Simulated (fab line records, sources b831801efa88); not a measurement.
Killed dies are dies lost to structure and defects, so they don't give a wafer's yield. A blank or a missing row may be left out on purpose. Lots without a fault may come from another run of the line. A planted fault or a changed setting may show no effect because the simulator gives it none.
A struck lot beside a sound one | flow sfq_line | 41 steps out of a route of 325
Sound: wafers L168.1, L168.5, L168.6. Struck: wafers L174.1, L174.3, L174.5. The cause comes at the end.
At each step with rows: each side's tool, then ch and its chambers, then its first start. Under that, the readings that differ: sound wafers | struck wafers | difference of the means | sigmas: that difference in standard deviations of wafers without a fault.
alike: readings whose means differ by less than 2 such deviations, and words and numbers that are the same on both sides. not compared: withheld readings, readings that some wafer has no value for, bounds like >300 that may hide the same value, and numbers for which the record gives no deviation and whose values overlap.
The two part at a step that has a row with sigmas, a row that says differs or no value, or rows on one side only. Numbers that don't overlap but have no deviation are shown without sigmas and don't part them. A reading that every wafer of one side lacks parts them only if that side has two wafers or more.

first, 6 steps without rows for these wafers: SFQ_TRILAYER_M7_LITHO_COAT_182 (resist thk 62 nm); SFQ_TRILAYER_M7_LITHO_COAT_177 (resist thk 600 nm); SFQ_TRILAYER_M7_LITHO_SOFTBAKE_181; SFQ_TRILAYER_M7_LITHO_EXPOSE_178 (exposes mask M7, target cd 500 nm); SFQ_TRILAYER_M7_LITHO_PEB_180 (peb time 60 s); SFQ_TRILAYER_M7_LITHO_DEVELOP_179 (time 60 s).
SFQ_M7_OVL_MEAS_945:
  sound on overlay-02, day 78 01:18; struck on overlay-01, day 78 10:54
  alike: M7_OVL
then, 1 step without rows for these wafers: SFQ_TRILAYER_M7_BARC_OPEN_METAL_ETCH_229 (etches BARC in O2, target depth 125 nm, time 41.7 s).
SFQ_TRILAYER_M7_ETCH_METAL_ETCH_180: etches Nb in Cl2/Ar, stops on SiO2, target depth 240 nm, time 120 s.
  sound on rie_metal-04 ch 0,1, day 78 01:23; struck on rie_metal-04 ch 0,1, day 78 10:59
  alike: bias_w, drypump_motor_current_A, oes_product_au
  not compared: rf_hours_counter_h
SFQ_TRILAYER_M7_STRIP_STRIP_181: strips in O2.
  sound on rie_metal-04 ch 0,1, day 78 01:31; struck on rie_metal-04 ch 0,1, day 78 11:07
  alike: drypump_motor_current_A, oes_product_au, platen_temp_c
  not compared: rf_hours_counter_h
then, 1 step without rows for these wafers: SFQ_TRILAYER_M7_STRIP_SOLV_CLEAN_182 (cleans in NMP, time 600 s).
SFQ_TRILAYER_I7_DEP_PECVD_183: deposits SiO2 from SiH4/N2O, time 111.11 s, target thk 500 nm.
  sound on pecvd-01 ch 0,1,2, day 78 02:17; struck on pecvd-01 ch 0,1,2, day 78 11:53
  alike: heater_power_w, throttle_valve_pct
SFQ_TRILAYER_I7_CMP_CMP_184: polishes SiO2.
  sound on cmp-02 ch 2,3, day 78 05:57; struck on cmp-01 ch 0,3, day 79 01:40
  reading                                             | sound           | struck            | difference | sigmas
  time_to_endpoint_s (s)                              | 194 220 207     | 275 267 275       | +65        | +7
  model.SiO2_of_TRILAYER_I7_DEP_PECVD_183.thk_nm (nm) | 199.7 201 199.2 | 302.1 298.7 300.2 | +100.4     |
  alike: head_pressure_psi, motor_current_A, slurry_flow_ml_min
SFQ_I7_BOW_MEAS_946:
  sound on film_metro-02, day 78 08:27; struck on film_metro-01, day 79 04:10
  alike: I7_BOW
SFQ_TRILAYER_I7_METRO_MEASURE_185:
  sound on film_metro-02, day 78 08:34; struck on film_metro-01, day 79 04:17
  reading     | sound             | struck            | difference | sigmas
  thk_nm (nm) | 199.6 201.2 199.3 | 301.9 298.8 300.4 | +100.3     | +72
then, 6 steps without rows for these wafers: SFQ_TRILAYER_I7_VIA_LITHO_COAT_192 (resist thk 62 nm); SFQ_TRILAYER_I7_VIA_LITHO_COAT_187 (resist thk 650 nm); SFQ_TRILAYER_I7_VIA_LITHO_SOFTBAKE_191; SFQ_TRILAYER_I7_VIA_LITHO_EXPOSE_188 (exposes mask I7, target cd 1000 nm); SFQ_TRILAYER_I7_VIA_LITHO_PEB_190 (peb time 60 s); SFQ_TRILAYER_I7_VIA_LITHO_DEVELOP_189 (time 60 s).
-- the record jumps here: 3 days lie between the struck wafers' starts before and after --
SFQ_I7_OVL_MEAS_947:
  sound on overlay-01, day 81 06:29; struck on overlay-01, day 82 16:06
  alike: I7_OVL
SFQ_TRILAYER_I7_VIA_BARC_OPEN_VIA_ETCH_260: etches BARC in O2, target depth 125 nm, time 41.7 s.
  sound on rie_diel-03 ch 2,3, day 81 06:32; struck on rie_diel-04 ch 1,2, day 82 16:08
  alike: bias_w, drypump_motor_current_A, oes_product_au
  not compared: rf_hours_counter_h
SFQ_TRILAYER_I7_VIA_ETCH_VIA_ETCH_190: etches SiO2 in CHF3, stops on Nb, target depth 260 nm.
  sound on rie_diel-03 ch 2,3, day 81 06:34; struck on rie_diel-04 ch 1,2, day 82 16:11
  reading                        | sound             | struck            | difference | sigmas
  oes_product_au (a.u.)          | 0.847 0.857 0.847 | 1.011 0.993 0.983 | +0.145     | +25
  model.etch.depth_nm (nm)       | 199.7 201 199.2   | 259.2 255 251.6   | +55.3      |
  model.I7.feature_depth_nm (nm) | 199.7 201 199.2   | 259.2 255 251.6   | +55.3      |
  alike: bias_w, drypump_motor_current_A
SFQ_TRILAYER_I7_VIA_STRIP_STRIP_191: strips in O2.
  sound on rie_metal-03 ch 0,1, day 81 06:41; struck on rie_metal-03 ch 1, day 82 16:17
  alike: drypump_motor_current_A, oes_product_au, platen_temp_c
  not compared: rf_hours_counter_h
then, 8 steps without rows for these wafers: SFQ_TRILAYER_I7_VIA_STRIP_SOLV_CLEAN_192 (cleans in NMP, time 600 s); SFQ_TRILAYER_M8_LITHO_LOR_COAT_197; SFQ_TRILAYER_M8_LITHO_LOR_BAKE_198; SFQ_TRILAYER_M8_LITHO_COAT_193 (resist thk 600 nm); SFQ_TRILAYER_M8_LITHO_SOFTBAKE_199; SFQ_TRILAYER_M8_LITHO_EXPOSE_194 (exposes mask M8, target cd 2000 nm); SFQ_TRILAYER_M8_LITHO_PEB_196 (peb time 60 s); SFQ_TRILAYER_M8_LITHO_DEVELOP_195 (img clear 15 s, time 55 s).
-- the record jumps here: 3 days lie between the struck wafers' starts before and after --
SFQ_M8_OVL_MEAS_948:
  sound on overlay-02, day 84 10:18; struck on overlay-01, day 85 17:11
  alike: M8_OVL
then, 3 steps without rows for these wafers: SFQ_TRILAYER_M8_DEP_EVAP_197 (material Ti, target thk 20 nm, time 100 s); SFQ_TRILAYER_M8_DEP_EVAP_198 (material Pt, target thk 50 nm, time 250 s); SFQ_TRILAYER_M8_DEP_EVAP_196 (material Au, target thk 180 nm, time 900 s).
SFQ_M8_RS_MEAS_949: measures by four-point-probe.
  sound on film_metro-01, day 84 11:05; struck on film_metro-02, day 85 17:58
  alike: M8_AU_RS
SFQ_M8_THK_MEAS_950: measures by xrf.
  sound on film_metro-01, day 84 11:12; struck on film_metro-02, day 85 18:05
  alike: M8_AU_THK
then, 1 step without rows for these wafers: SFQ_TRILAYER_M8_LIFTOFF_LIFTOFF_197 (chemistry NMP, time 600 s).
SFQ_M8_BOW_MEAS_951:
  sound on film_metro-02, day 84 11:26; struck on film_metro-04, day 85 18:19
  reading                 | sound             | struck            | difference | sigmas
  model.etest.i7.link_ohm | 1.081 1.081 1.073 | 1e+06 1e+06 1e+06 | +1e+06     |
  alike: M8_BOW

WHERE THEY PART
First at SFQ_TRILAYER_I7_CMP_CMP_184; last, within this record, at SFQ_TRILAYER_I7_VIA_ETCH_VIA_ETCH_190. Later steps at which nothing parts them and some readings are alike: SFQ_TRILAYER_I7_VIA_STRIP_STRIP_191, SFQ_M8_OVL_MEAS_948, SFQ_M8_RS_MEAS_949, SFQ_M8_THK_MEAS_950, SFQ_M8_BOW_MEAS_951.

WHY: what the simulator had put in
Process parameter drift: cmp-01, from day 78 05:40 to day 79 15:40, at SFQ_TRILAYER_I7_CMP_CMP_184. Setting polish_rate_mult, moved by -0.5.
